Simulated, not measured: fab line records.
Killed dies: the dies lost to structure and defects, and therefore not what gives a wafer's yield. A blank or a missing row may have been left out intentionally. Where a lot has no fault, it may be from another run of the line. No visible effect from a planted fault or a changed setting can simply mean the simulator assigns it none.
fab line records ; flow sky130 ; part 1 of 2: steps 1 to 35 of 45
record lots=5; wafers=15; last-day=49
route steps=708 shown LDD_HVN@276 LDD_HVP@278 LDD_LDN@289 SPACER@304 POLY_CUT@307 SD_P@320
lots that met no fault: from a run of the same line without faults
start-h: hours from the record's first day to the start of the lot's first wafer shown ; wait-h: hours since the lot's step before ; " repeats the value in the row above ; L1.1+2: several wafers, shown together as one row ; - no value present, or no start provided ; * or withheld: withheld ; < > ~ a bound
route shown NAME@n: names a module that has steps shown in the file, with the first one's number in the route ; usual: mean/standard deviation of fault-free wafers ; same: alike in all rows ; chamber/n: place in a boat ; sites: each site's reading ; _std_site: the values' standard deviation ; _edge_site: inner sites' mean taken away from outer sites' mean ; radius-mm: for every site, how far away it sits from the centre of the wafer ; mask NAME#n: copy n ; behind: the most recent tool/chamber to have shaped the wafer ; hold: reason for holding the lot/hours on hold/outcome of the hold ; device: transistor that didn't switch, given as n, p or np ; end of line: at the end of the route, the tests of the same wafers ; a step with no rows: only its recipe ; killed: not the wafer's yield, but the dies lost to structure and defects at the first sort ; map: a wafer's dies, marking killed ones x, the rest . and places with no die _
set.NAME: the setting that was run; set.NAME@STEP: the one run at that earlier step ; model.NAME: the simulator's own value behind a step, which no gauge read
lots at some steps of the route; a table a step, a row a wafer
services: from which hour (start-h, from the record's first day; less than 0 if before it) a tool's chamber was out of use, for how many hours, and why
## steps
# step SKY_LDD_HVN_STRIP_09
# recipe chemistry=O2/N2; power-w=1400; pressure-mtorr=1500; platen-temp-c=withheld; o2-flow-sccm=3000; n2-flow-sccm=300; overash-fraction=0.5
# usual drypump-motor-current-A=5.58/0.23; oes-product-au=0.408/0.0049; strip-time-to-endpoint-s=4.139/0.015
lot.wafer;tool;chamber;start-h;wait-h;drypump-motor-current-A;oes-product-au;rf-hours-counter-h;strip-time-to-endpoint-s
L077.2;plasma-asher-01;1;498.52;0.1;5.46;0.410;39;4.139
L077.3;plasma-asher-01;0;498.52;0.1;5.60;0.406;-;4.130
L077.6;plasma-asher-01;0;498.52;0.1;5.58;0.408;-;4.108
L078.2;plasma-asher-04;1;504.72;0.1;5.95;0.400;7;4.129
L078.3;plasma-asher-04;1;504.72;0.1;5.96;0.415;-;4.139
L078.5;plasma-asher-04;1;504.72;0.1;5.97;0.399;-;4.142
L081.2;plasma-asher-02;1;530.27;0.1;5.25;0.403;81;4.132
L081.5;plasma-asher-02;0;530.27;0.1;5.76;0.409;-;4.131
L081.6;plasma-asher-02;1;530.27;0.1;5.25;0.407;-;4.124
L088.1;plasma-asher-04;1;595.92;0.1;5.95;0.415;16;4.159
L088.4;plasma-asher-04;1;595.92;0.1;5.92;0.407;-;4.152
L088.5;plasma-asher-04;1;595.92;0.1;5.91;0.412;-;4.150
L094.2;plasma-asher-02;1;640.91;0.1;5.23;0.402;91;4.145
L094.3;plasma-asher-02;0;640.91;0.1;5.76;0.407;-;4.135
L094.4;plasma-asher-02;1;640.91;0.1;5.21;0.406;-;4.125
# step SKY_LDD_HVN_TW_MEAS_10
# usual LDD_HVN_TW=1435/12
lot.wafer;tool;chamber;start-h;wait-h;LDD_HVN_TW
L077.2;film-metro-03;-;498.63;0.1;1443
L077.3;film-metro-03;-;498.63;0.1;1439
L077.6;film-metro-03;-;498.63;0.1;1444
L078.2;film-metro-04;-;504.83;0.1;1427
L078.3;film-metro-04;-;504.83;0.1;1427
L078.5;film-metro-04;-;504.83;0.1;1427
L081.2;film-metro-01;-;530.38;0.1;1457
L081.5;film-metro-01;-;530.38;0.1;1454
L081.6;film-metro-01;-;530.38;0.1;1453
L088.1;film-metro-01;-;596.02;0.1;1452
L088.4;film-metro-01;-;596.02;0.1;1451
L088.5;film-metro-01;-;596.02;0.1;1446
L094.2;film-metro-01;-;641.02;0.1;1447
L094.3;film-metro-01;-;641.02;0.1;1455
L094.4;film-metro-01;-;641.02;0.1;1448
# step SKY_LDD_HVP_DEHYDRATE_00
# recipe temp-c=200; time-s=60
lot.wafer;tool;chamber;start-h;wait-h
L077.2+3+6;litho-track-04;0;513.59;15.0
L078.2+3+5;litho-track-03;0;519.50;14.7
L081.2+5+6;litho-track-04;0;545.74;15.4
L088.1+4+5;litho-track-03;0;610.28;14.3
L094.2+3+4;litho-track-04;0;654.59;13.6
# step SKY_LDD_HVP_HMDS_01
# recipe prime-time-s=60; prime-temp-c=120
lot.wafer;tool;chamber;start-h;wait-h
L077.2+3+6;litho-track-04;0;513.74;0.1
L078.2+3+5;litho-track-03;0;519.65;0.1
L081.2+5+6;litho-track-04;0;545.89;0.1
L088.1+4+5;litho-track-03;0;610.43;0.1
L094.2+3+4;litho-track-04;0;654.74;0.1
# step SKY_LDD_HVP_COAT_02
# recipe resist=NOVOLAK; spin-rpm=3000; resist-thk-nm=300
lot.wafer;tool;chamber;start-h;wait-h
L077.2+3+6;litho-track-04;0;513.89;0.1
L078.2+3+5;litho-track-03;0;519.80;0.1
L081.2+5+6;litho-track-04;0;546.04;0.1
L088.1+4+5;litho-track-03;0;610.58;0.1
L094.2+3+4;litho-track-04;0;654.89;0.1
# step SKY_LDD_HVP_SOFTBAKE_03
# recipe temp-c=90; time-s=60; resist=NOVOLAK
lot.wafer;tool;chamber;start-h;wait-h
L077.2+3+6;litho-track-04;0;514.04;0.1
L078.2+3+5;litho-track-03;0;519.95;0.1
L081.2+5+6;litho-track-04;0;546.19;0.1
L088.1+4+5;litho-track-03;0;610.73;0.1
L094.2+3+4;litho-track-04;0;655.04;0.1
# step SKY_LDD_HVP_EXPOSE_04
# recipe mask-id=HVPTM; na=0.6; source-shape=conventional; sigma-outer=0.6; polarization=unpolarized; target-cd-nm=700; dose-mj=86
# same sigma-outer=0.6
lot.wafer;tool;chamber;start-h;wait-h;mask
L077.2+3+6;iline-stepper-02;0;-;-;HVPTM#0
L078.2+3+5;iline-stepper-02;0;-;-;HVPTM#0
L081.2+5+6;iline-stepper-01;0;-;-;HVPTM#0
L088.1+4+5;iline-stepper-02;0;-;-;HVPTM#0
L094.2+3+4;iline-stepper-01;0;-;-;HVPTM#0
# step SKY_LDD_HVP_PEB_05
# recipe temp-c=withheld; time-s=*; resist=NOVOLAK
lot.wafer;tool;chamber;start-h;wait-h
L077.2+3+6;litho-track-03;0;-;-
L078.2+3+5;litho-track-04;0;-;-
L081.2+5+6;litho-track-02;0;-;-
L088.1+4+5;litho-track-03;0;-;-
L094.2+3+4;litho-track-04;0;-;-
# step SKY_LDD_HVP_DEVELOP_06
# recipe resist=NOVOLAK; developer=TMAH; develop-time-s=60; dev-temp-c=23
lot.wafer;tool;chamber;start-h;wait-h
L077.2+3+6;litho-track-03;0;528.85;0.1
L078.2+3+5;litho-track-04;0;535.39;0.1
L081.2+5+6;litho-track-02;0;561.43;0.1
L088.1+4+5;litho-track-03;0;625.08;0.1
L094.2+3+4;litho-track-04;0;669.24;0.1
# step SKY_LDD_HVP_OVL_MEAS_07
# usual LDD_HVP_OVL=-0.1/1.3
lot.wafer;tool;chamber;start-h;wait-h;LDD_HVP_OVL[nm]
L077.2;overlay-02;-;528.99;0.1;0.9
L077.3;overlay-02;-;528.99;0.1;-0.5
L077.6;overlay-02;-;528.99;0.1;-0.4
L078.2;overlay-01;-;535.52;0.1;0.2
L078.3;overlay-01;-;535.52;0.1;1.0
L078.5;overlay-01;-;535.52;0.1;0.5
L081.2;overlay-02;-;561.56;0.1;-1.3
L081.5;overlay-02;-;561.56;0.1;1.1
L081.6;overlay-02;-;561.56;0.1;-1.0
L088.1;overlay-02;-;625.23;0.1;-0.4
L088.4;overlay-02;-;625.23;0.1;2.8
L088.5;overlay-02;-;625.23;0.1;-1.0
L094.2;overlay-01;-;669.37;0.1;0.8
L094.3;overlay-01;-;669.37;0.1;-2.0
L094.4;overlay-01;-;669.37;0.1;-1.0
# step SKY_LDD_HVP_IMPLANT_08
# recipe species=B; energy-kev=20; dose-cm2=1.683e+13; tilt-deg=17.9
lot.wafer;tool;chamber;start-h;wait-h
L077.2+3+6;implanter-03;0;529.04;0.0
L078.2+3+5;implanter-03;0;535.58;0.0
L081.2+5+6;implanter-04;0;561.62;0.0
L088.1+4+5;implanter-04;0;625.27;0.0
L094.2+3+4;implanter-03;0;669.43;0.0
# step SKY_LDD_HVP_STRIP_09
# recipe chemistry=O2/N2; power-w=1400; pressure-mtorr=1500; platen-temp-c=withheld; o2-flow-sccm=3000; n2-flow-sccm=300; overash-fraction=0.5
# usual drypump-motor-current-A=5.56/0.26; oes-product-au=0.409/0.0049; strip-time-to-endpoint-s=4.134/0.016
lot.wafer;tool;chamber;start-h;wait-h;drypump-motor-current-A;oes-product-au;rf-hours-counter-h;strip-time-to-endpoint-s
L077.2;plasma-asher-03;0;529.17;0.1;5.26;0.404;68;4.151
L077.3;plasma-asher-03;1;529.17;0.1;5.74;0.409;-;4.149
L077.6;plasma-asher-03;0;529.17;0.1;5.23;0.414;-;4.140
L078.2;plasma-asher-04;0;535.70;0.1;5.66;0.409;10;4.154
L078.3;plasma-asher-04;0;535.70;0.1;5.65;0.411;-;4.113
L078.5;plasma-asher-04;1;535.70;0.1;5.95;0.415;-;4.148
L081.2;plasma-asher-03;1;561.74;0.1;5.83;0.413;72;4.133
L081.5;plasma-asher-03;0;561.74;0.1;5.28;0.405;-;4.152
L081.6;plasma-asher-03;1;561.74;0.1;5.77;0.413;-;4.130
L088.1;plasma-asher-02;1;625.42;0.1;5.21;0.414;90;4.136
L088.4;plasma-asher-02;1;625.42;0.1;5.23;0.411;-;4.140
L088.5;plasma-asher-02;1;625.42;0.1;5.27;0.411;-;4.139
L094.2;plasma-asher-03;0;669.55;0.1;5.23;0.404;83;4.104
L094.3;plasma-asher-03;0;669.55;0.1;5.26;0.400;-;4.098
L094.4;plasma-asher-03;1;669.55;0.1;5.74;0.416;-;4.103
# step SKY_LDD_HVP_TW_MEAS_10
# usual LDD_HVP_TW=451/3.7
lot.wafer;tool;chamber;start-h;wait-h;LDD_HVP_TW
L077.2;film-metro-02;-;529.28;0.1;448
L077.3;film-metro-02;-;529.28;0.1;450
L077.6;film-metro-02;-;529.28;0.1;449
L078.2;film-metro-04;-;535.81;0.1;449
L078.3;film-metro-04;-;535.81;0.1;448
L078.5;film-metro-04;-;535.81;0.1;450
L081.2;film-metro-04;-;561.85;0.1;446
L081.5;film-metro-04;-;561.85;0.1;446
L081.6;film-metro-04;-;561.85;0.1;449
L088.1;film-metro-01;-;625.52;0.1;456
L088.4;film-metro-01;-;625.52;0.1;459
L088.5;film-metro-01;-;625.52;0.1;457
L094.2;film-metro-02;-;669.66;0.1;447
L094.3;film-metro-02;-;669.66;0.1;449
L094.4;film-metro-02;-;669.66;0.1;450
# step SKY_LDD_LDN_DEHYDRATE_00
# recipe temp-c=200; time-s=60
lot.wafer;tool;chamber;start-h;wait-h
L077.2+3+6;litho-track-04;0;544.44;15.2
L078.2+3+5;litho-track-01;0;550.40;14.6
L081.2+5+6;litho-track-03;0;576.80;14.9
L088.1+4+5;litho-track-04;0;639.72;14.2
L094.2+3+4;litho-track-03;0;683.00;13.3
# step SKY_LDD_LDN_HMDS_01
# recipe prime-time-s=60; prime-temp-c=120
lot.wafer;tool;chamber;start-h;wait-h
L077.2+3+6;litho-track-04;0;544.59;0.1
L078.2+3+5;litho-track-01;0;550.55;0.1
L081.2+5+6;litho-track-03;0;576.95;0.1
L088.1+4+5;litho-track-04;0;639.87;0.1
L094.2+3+4;litho-track-03;0;683.15;0.1
# step SKY_LDD_LDN_COAT_02
# recipe resist=NOVOLAK; spin-rpm=3000; resist-thk-nm=1140
lot.wafer;tool;chamber;start-h;wait-h
L077.2+3+6;litho-track-04;0;544.74;0.1
L078.2+3+5;litho-track-01;0;550.70;0.1
L081.2+5+6;litho-track-03;0;577.10;0.1
L088.1+4+5;litho-track-04;0;640.02;0.1
L094.2+3+4;litho-track-03;0;683.30;0.1
# step SKY_LDD_LDN_SOFTBAKE_03
# recipe temp-c=90; time-s=60; resist=NOVOLAK
lot.wafer;tool;chamber;start-h;wait-h
L077.2+3+6;litho-track-04;0;544.89;0.1
L078.2+3+5;litho-track-01;0;550.85;0.1
L081.2+5+6;litho-track-03;0;577.25;0.1
L088.1+4+5;litho-track-04;0;640.17;0.1
L094.2+3+4;litho-track-03;0;683.45;0.1
# step SKY_LDD_LDN_EXPOSE_04
# recipe mask-id=LDNTM; na=0.6; source-shape=conventional; sigma-outer=0.6; polarization=unpolarized; target-cd-nm=700; dose-mj=140
# same sigma-outer=0.6
lot.wafer;tool;chamber;start-h;wait-h;mask
L077.2+3+6;iline-stepper-02;0;-;-;LDNTM#0
L078.2+3+5;iline-stepper-01;0;-;-;LDNTM#0
L081.2+5+6;iline-stepper-01;0;-;-;LDNTM#0
L088.1+4+5;iline-stepper-01;0;-;-;LDNTM#0
L094.2+3+4;iline-stepper-02;0;-;-;LDNTM#0
# step SKY_LDD_LDN_PEB_05
# recipe temp-c=withheld; time-s=*; resist=NOVOLAK
lot.wafer;tool;chamber;start-h;wait-h
L077.2+3+6;litho-track-03;0;-;-
L078.2+3+5;litho-track-04;0;-;-
L081.2+5+6;litho-track-03;0;-;-
L088.1+4+5;litho-track-03;0;-;-
L094.2+3+4;litho-track-01;0;-;-
# step SKY_LDD_LDN_DEVELOP_06
# recipe resist=NOVOLAK; developer=TMAH; develop-time-s=60; dev-temp-c=23
lot.wafer;tool;chamber;start-h;wait-h
L077.2+3+6;litho-track-03;0;560.35;0.1
L078.2+3+5;litho-track-04;0;566.19;0.1
L081.2+5+6;litho-track-03;0;592.40;0.1
L088.1+4+5;litho-track-03;0;654.38;0.1
L094.2+3+4;litho-track-01;0;697.35;0.1
# step SKY_LDD_LDN_OVL_MEAS_07
# usual LDD_LDN_OVL=1.1/1.7
lot.wafer;tool;chamber;start-h;wait-h;LDD_LDN_OVL[nm]
L077.2;overlay-01;-;560.49;0.1;0.9
L077.3;overlay-01;-;560.49;0.1;-1.2
L077.6;overlay-01;-;560.49;0.1;1.5
L078.2;overlay-02;-;566.32;0.1;3.1
L078.3;overlay-02;-;566.32;0.1;3.6
L078.5;overlay-02;-;566.32;0.1;4.1
L081.2;overlay-02;-;592.54;0.1;3.8
L081.5;overlay-02;-;592.54;0.1;4.0
L081.6;overlay-02;-;592.54;0.1;2.4
L088.1;overlay-02;-;654.53;0.1;3.2
L088.4;overlay-02;-;654.53;0.1;-1.3
L088.5;overlay-02;-;654.53;0.1;1.3
L094.2;overlay-02;-;697.48;0.1;0.1
L094.3;overlay-02;-;697.48;0.1;0.5
L094.4;overlay-02;-;697.48;0.1;1.1
# step SKY_LDD_LDN_IMPLANT_08
# recipe species=As; energy-kev=15; dose-cm2=1.25e+13; tilt-deg=withheld; rotation-deg=23
lot.wafer;tool;chamber;start-h;wait-h
L077.2+3+6;implanter-02;0;560.54;0.0
L078.2+3+5;implanter-04;0;566.38;0.0
L081.2+5+6;implanter-01;0;592.59;0.0
L088.1+4+5;implanter-04;0;654.57;0.0
L094.2+3+4;implanter-01;0;697.54;0.0
# step SKY_LDD_LDN_IMPLANT_09
# recipe species=As; energy-kev=15; dose-cm2=1.25e+13; tilt-deg=withheld; rotation-deg=113
lot.wafer;tool;chamber;start-h;wait-h
L077.2+3+6;implanter-02;0;560.69;0.1
L078.2+3+5;implanter-04;0;566.53;0.1
L081.2+5+6;implanter-01;0;592.74;0.1
L088.1+4+5;implanter-04;0;654.72;0.1
L094.2+3+4;implanter-01;0;697.69;0.1
# step SKY_LDD_LDN_IMPLANT_10
# recipe species=As; energy-kev=15; dose-cm2=1.25e+13; tilt-deg=withheld; rotation-deg=203
lot.wafer;tool;chamber;start-h;wait-h
L077.2+3+6;implanter-02;0;560.84;0.1
L078.2+3+5;implanter-04;0;566.68;0.1
L081.2+5+6;implanter-01;0;592.89;0.1
L088.1+4+5;implanter-04;0;654.87;0.1
L094.2+3+4;implanter-01;0;697.84;0.1
# step SKY_LDD_LDN_IMPLANT_11
# recipe species=As; energy-kev=15; dose-cm2=1.25e+13; tilt-deg=withheld; rotation-deg=293
lot.wafer;tool;chamber;start-h;wait-h
L077.2+3+6;implanter-02;0;560.99;0.1
L078.2+3+5;implanter-04;0;566.83;0.1
L081.2+5+6;implanter-01;0;593.04;0.1
L088.1+4+5;implanter-04;0;655.02;0.1
L094.2+3+4;implanter-01;0;697.99;0.1
# step SKY_LDD_LDN_STRIP_12
# recipe chemistry=O2/N2; power-w=1400; pressure-mtorr=1500; platen-temp-c=withheld; o2-flow-sccm=3000; n2-flow-sccm=300; overash-fraction=0.5
# usual drypump-motor-current-A=5.60/0.22; oes-product-au=0.715/0.004; strip-time-to-endpoint-s=14.16/0.037
lot.wafer;tool;chamber;start-h;wait-h;drypump-motor-current-A;oes-product-au;rf-hours-counter-h;strip-time-to-endpoint-s
L077.2;plasma-asher-04;1;561.12;0.1;5.92;0.708;13;14.22
L077.3;plasma-asher-04;0;561.12;0.1;5.68;0.714;-;14.19
L077.6;plasma-asher-04;0;561.12;0.1;5.66;0.718;-;14.14
L078.2;plasma-asher-01;0;566.95;0.1;5.55;0.716;46;14.15
L078.3;plasma-asher-01;1;566.95;0.1;5.45;0.712;-;14.15
L078.5;plasma-asher-01;0;566.95;0.1;5.57;0.716;-;14.17
L081.2;plasma-asher-03;0;593.17;0.1;5.27;0.713;75;14.08
L081.5;plasma-asher-03;1;593.17;0.1;5.74;0.712;-;14.13
L081.6;plasma-asher-03;0;593.17;0.1;5.27;0.712;-;14.16
L088.1;plasma-asher-04;1;655.17;0.1;5.94;0.719;22;14.13
L088.4;plasma-asher-04;0;655.17;0.1;5.67;0.718;-;14.17
L088.5;plasma-asher-04;0;655.17;0.1;5.63;0.712;-;14.14
L094.2;plasma-asher-01;1;698.11;0.1;5.46;0.719;59;14.22
L094.3;plasma-asher-01;0;698.11;0.1;5.55;0.716;-;14.18
L094.4;plasma-asher-01;1;698.11;0.1;5.45;0.716;-;14.20
# step SKY_LDD_LDN_TW_MEAS_13
# usual LDD_LDN_TW=1467/10
lot.wafer;tool;chamber;start-h;wait-h;LDD_LDN_TW
L077.2;film-metro-04;-;561.23;0.1;1454
L077.3;film-metro-04;-;561.23;0.1;1455
L077.6;film-metro-04;-;561.23;0.1;1450
L078.2;film-metro-02;-;567.06;0.1;1470
L078.3;film-metro-02;-;567.06;0.1;1467
L078.5;film-metro-02;-;567.06;0.1;1463
L081.2;film-metro-04;-;593.28;0.1;1460
L081.5;film-metro-04;-;593.28;0.1;1462
L081.6;film-metro-04;-;593.28;0.1;1469
L088.1;film-metro-03;-;655.27;0.1;1475
L088.4;film-metro-03;-;655.27;0.1;1476
L088.5;film-metro-03;-;655.27;0.1;1467
L094.2;film-metro-02;-;698.22;0.1;1457
L094.3;film-metro-02;-;698.22;0.1;1459
L094.4;film-metro-02;-;698.22;0.1;1460
# step SKY_LDD_LDN_CLEAN_14
# recipe chemistry=SC1/SC2; mix=1:4:20; temp-c=70; time-s=150; dry=n2-spin
# usual bath-heat-duty-pct=13.2/1.5; temp-c=70.00/0.13
lot.wafer;tool;chamber;start-h;wait-h;bath-heat-duty-pct;temp-c
L077.2;wet-bench-01;0;561.28;0.0;10.7;69.94
L077.3;wet-bench-01;0;561.28;0.0;11.7;69.79
L077.6;wet-bench-01;0;561.28;0.0;11.3;69.79
L078.2;wet-bench-02;2;567.11;0.0;10.9;70.17
L078.3;wet-bench-02;2;567.11;0.0;11.2;69.98
L078.5;wet-bench-02;2;567.11;0.0;12.1;70.14
L081.2;wet-bench-02;0;593.33;0.0;15.3;70.11
L081.5;wet-bench-02;0;593.33;0.0;14.2;70.04
L081.6;wet-bench-02;0;593.33;0.0;15.1;69.96
L088.1;wet-bench-04;1;655.33;0.1;14.5;69.94
L088.4;wet-bench-04;1;655.33;0.1;14.8;69.94
L088.5;wet-bench-04;1;655.33;0.1;13.9;69.73
L094.2;wet-bench-02;2;698.27;0.0;12.2;70.15
L094.3;wet-bench-02;2;698.27;0.0;12.2;70.00
L094.4;wet-bench-02;2;698.27;0.0;12.4;70.22
# step SKY_SPACER_CVD_00
# recipe material=Si3N4; precursor=DCS/NH3; target-thk-nm=43.1; temp-c=770; time-s=740; pressure-mtorr=243.8
lot.wafer;tool;chamber;start-h;wait-h
L077.2+3+6;lpcvd-02;0;561.33;0.0
L078.2+3+5;lpcvd-02;0;567.17;0.0
L081.2+5+6;lpcvd-02;1;593.38;0.0
L088.1+4+5;lpcvd-02;0;655.38;0.0
L094.2+3+4;lpcvd-02;0;698.33;0.0
# step SKY_SPACER_THK_MEAS_01
# recipe reads=Si3N4_of_SPACER_CVD_00
# usual SPACER_CVD_00_THK=42.7/0.48
lot.wafer;tool;chamber;start-h;wait-h;SPACER_CVD_00_THK[nm]
L077.2;film-metro-03;-;562.55;0.0;42.1
L077.3;film-metro-03;-;562.55;0.0;42.4
L077.6;film-metro-03;-;562.55;0.0;42.1
L078.2;film-metro-03;-;568.38;0.0;42.8
L078.3;film-metro-03;-;568.38;0.0;42.8
L078.5;film-metro-03;-;568.38;0.0;42.9
L081.2;film-metro-01;-;594.60;0.0;43.2
L081.5;film-metro-01;-;594.60;0.0;43.2
L081.6;film-metro-01;-;594.60;0.0;43.2
L088.1;film-metro-02;-;656.58;0.0;42.1
L088.4;film-metro-02;-;656.58;0.0;42.3
L088.5;film-metro-02;-;656.58;0.0;41.8
L094.2;film-metro-02;-;699.54;0.0;42.8
L094.3;film-metro-02;-;699.54;0.0;43.1
L094.4;film-metro-02;-;699.54;0.0;43.1
# step SKY_SPACER_ETCHBACK_02
# recipe chemistry=CH3F/O2; target=Si3N4; stop-on=SiO2; source-w=400; bias-w=80; pressure-mtorr=25; ch3f-flow-sccm=40; O2_flow_sccm=30; time-s=46.7; target-depth-a=450
# usual O2_flow_sccm=30.01/0.088; drypump-motor-current-A=5.8/0.31; oes-product-au=0.850/0.0076; throttle-valve-pct=10.561/0.0087
lot.wafer;tool;chamber;start-h;wait-h;O2_flow_sccm;drypump-motor-current-A;oes-product-au;rf-hours-counter-h;throttle-valve-pct
L077.2;rie-diel-04;0;562.60;0.0;30.06;4.9;0.844;5;10.568
L077.3;rie-diel-04;2;562.60;0.0;29.98;6.0;0.852;5;10.558
L077.6;rie-diel-04;3;562.60;0.0;30.05;5.8;0.850;-;10.550
L078.2;rie-diel-04;3;568.43;0.0;30.03;5.9;0.853;6;10.571
L078.3;rie-diel-04;2;568.43;0.0;30.03;6.0;0.848;5;10.567
L078.5;rie-diel-04;3;568.43;0.0;30.07;5.8;0.849;-;10.566
L081.2;rie-diel-04;3;594.65;0.0;29.96;5.9;0.862;7;10.538
L081.5;rie-diel-04;1;594.65;0.0;29.91;5.7;0.856;-;10.562
L081.6;rie-diel-04;0;594.65;0.0;30.00;4.9;0.857;-;10.560
L088.1;rie-diel-04;3;656.64;0.1;30.12;5.8;0.836;9;10.577
L088.4;rie-diel-04;0;656.64;0.1;29.97;4.9;0.844;7;10.563
L088.5;rie-diel-04;3;656.64;0.1;30.04;5.8;0.837;-;10.550
L094.2;rie-diel-04;3;699.59;0.0;29.97;5.9;0.839;10;10.563
L094.3;rie-diel-04;1;699.59;0.0;29.96;5.7;0.850;11;10.569
L094.4;rie-diel-04;2;699.59;0.0;29.95;6.0;0.857;8;10.568
# step SKY_POLY_CUT_DEHYDRATE_00
# recipe temp-c=200; time-s=60
lot.wafer;tool;chamber;start-h;wait-h
L077.2+3+6;litho-track-02;0;577.48;14.9
L078.2+3+5;litho-track-01;0;582.85;14.4
L081.2+5+6;litho-track-01;0;608.85;14.2
L088.1+4+5;litho-track-01;0;670.48;13.8
L094.2+3+4;litho-track-01;0;712.75;13.1
# step SKY_POLY_CUT_HMDS_01
# recipe prime-time-s=60; prime-temp-c=120
lot.wafer;tool;chamber;start-h;wait-h
L077.2+3+6;litho-track-02;0;577.63;0.1
L078.2+3+5;litho-track-01;0;583.00;0.1
L081.2+5+6;litho-track-01;0;609.00;0.1
L088.1+4+5;litho-track-01;0;670.63;0.1
L094.2+3+4;litho-track-01;0;712.90;0.1
# step SKY_POLY_CUT_COAT_02
# recipe resist=BARC; temp-c=withheld; time-s=withheld; spin-rpm=3000; resist-thk-nm=60
lot.wafer;tool;chamber;start-h;wait-h
L077.2+3+6;litho-track-02;0;577.78;0.1
L078.2+3+5;litho-track-01;0;583.15;0.1
L081.2+5+6;litho-track-01;0;609.15;0.1
L088.1+4+5;litho-track-01;0;670.78;0.1
L094.2+3+4;litho-track-01;0;713.05;0.1
# step SKY_POLY_CUT_COAT_03
# recipe resist=KrF-thick; spin-rpm=3000; resist-thk-nm=450
lot.wafer;tool;chamber;start-h;wait-h
L077.2+3+6;litho-track-02;0;-;-
L078.2+3+5;litho-track-01;0;-;-
L081.2+5+6;litho-track-01;0;-;-
L088.1+4+5;litho-track-01;0;-;-
L094.2+3+4;litho-track-01;0;-;-
